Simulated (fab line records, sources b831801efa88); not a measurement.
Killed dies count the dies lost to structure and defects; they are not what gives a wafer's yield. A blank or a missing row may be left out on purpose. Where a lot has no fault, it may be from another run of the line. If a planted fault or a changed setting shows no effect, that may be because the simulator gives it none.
The tool behind it: which one? | flow sky130 | Sampling: 6 lots, 18 wafers, 3 of 708 route steps

== WHAT THE GAUGES SHOWED, per wafer ==
SKY_LI_CONTACT_CD_MEAS_12: target cd 170 nm.
lot  | measured     | on       | cdNm (nm)
L578 | day 29 19:22 | cdSem-01 | 171.1 171.3 172.5
L582 | day 30 07:20 | cdSem-01 | 169.0 168.7 168.3
L592 | day 34 06:05 | cdSem-02 | 142.5 155.1 155.8
L594 | day 34 19:04 | cdSem-01 | 168.4 168.7 168.9
L597 | day 35 15:04 | cdSem-01 | 169.2 169.4 167.2
L601 | day 36 15:25 | cdSem-02 | 169.6 171.7 172.2

== EACH LOT AND THE TOOL THAT RAN IT (in order: tool; ch and the chambers of the sampled wafers; start) ==
lot  | SKY_SD_N_RTA_14                 | SKY_LI_CONTACT_EXPOSE_09
L578 | rtpAnneal-02 ch 0, day 28 13:43 | krfScanner-02 ch 0, day 29 05:08
L582 | rtpAnneal-01 ch 0, day 29 01:58 | krfScanner-01 ch 0, day 29 18:08
L592 | rtpAnneal-01 ch 0, day 33 02:04 | krfScanner-01 ch 0, day 33 16:28
L594 | rtpAnneal-01 ch 0, day 33 15:19 | krfScanner-02 ch 0, day 34 06:28
L597 | rtpAnneal-02 ch 0, day 34 11:43 | krfScanner-02 ch 0, day 35 01:37
L601 | rtpAnneal-02 ch 0, day 35 12:16 | krfScanner-01 ch 0, day 36 01:56
- SKY_SD_N_RTA_14: time 2 s.
- SKY_LI_CONTACT_EXPOSE_09: exposes mask LICM1, target cd 170 nm.

== THE ANSWER, worked out from the rows above alone ==
Rule: what is usual is taken from the lots themselves. The widest of any qualifying gaps counts: lots, ordered by their means at a reading, are off when they make up no more than a third of the lots, leave a main group of 4 or more, and stand apart from it by 3 or more times the standard deviation of that group's means. Not used: any main group whose means are identical at the precision the tables above print for the reading. A lot without any number at a reading at which 4 lots or more have one is off too. Any other lot the step has rows for is counted as sound.
Off: L592, at SKY_LI_CONTACT_CD_MEAS_12 (cdNm). Mean 169.7 nm and standard deviation 1.4 in the main group.
A tool fits if, at a process step before that reading, it ran every lot that is off, and no sound lot after the first of them. Gauges at SKY_LI_CONTACT_CD_MEAS_12: tried the same way as those tools. No candidate that was tried fits.

== WHAT HAD BEEN PUT IN BY THE SIMULATOR ==
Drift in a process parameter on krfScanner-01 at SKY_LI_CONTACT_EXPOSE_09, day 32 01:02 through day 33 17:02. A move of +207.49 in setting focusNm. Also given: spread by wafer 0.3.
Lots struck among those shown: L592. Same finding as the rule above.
